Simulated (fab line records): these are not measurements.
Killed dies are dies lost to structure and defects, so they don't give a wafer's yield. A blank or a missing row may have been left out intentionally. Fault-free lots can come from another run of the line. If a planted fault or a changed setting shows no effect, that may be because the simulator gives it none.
Which tool did it? + flow sfq line + 21 wafers sampled from 7 lots at 1 step of a route of 325

## WHAT EACH GAUGE READ, for each wafer
SFQ_R5_RS_MEAS_933: measurement is done with a four-point probe.
| lot  | measured     | on            | R5_MONX_RS (ohm/sq) |
|------|--------------|---------------|---------------------|
| L557 | day 51 07:06 | film metro-01 | 6.89 7.02 7.00      |
| L560 | day 55 02:42 | film metro-01 | 7.07 7.12 7.19      |
| L562 | day 55 21:13 | film metro-01 | 6.86 7.04 7.06      |
| L564 | day 56 09:34 | film metro-04 | 7.09 6.99 7.13      |
| L567 | day 61 20:29 | film metro-02 | 7.12 7.07 7.13      |
| L570 | day 62 12:44 | film metro-02 | 7.01 7.03 7.01      |
| L576 | day 69 17:57 | film metro-01 | 7.07 7.03 7.06      |

## WHAT TOOL EACH LOT RAN ON (gives the tool, then ch and the chambers of the sampled wafers, and finally the start)
Record: no process step prior to these readings.

## THE ANSWER, worked out from the rows above alone
Rule: usual is defined by the lots themselves. The widest of any qualifying gaps counts: lots, ordered by their means at a reading, are off when they make up no more than a third of the lots, leave a main group of 4 or more, and stand apart from it by 3 or more times the standard deviation of that group's means. The tables above print the reading to a certain number of digits; a main group whose means all agree to those digits is not used. A lot without any number at a reading at which 4 lots or more have one is off too. The other lots that the step has rows for count as sound.
Nothing can be told from this: no lot is off at any reading shown.

## WHAT WAS PUT IN BY THE SIMULATOR
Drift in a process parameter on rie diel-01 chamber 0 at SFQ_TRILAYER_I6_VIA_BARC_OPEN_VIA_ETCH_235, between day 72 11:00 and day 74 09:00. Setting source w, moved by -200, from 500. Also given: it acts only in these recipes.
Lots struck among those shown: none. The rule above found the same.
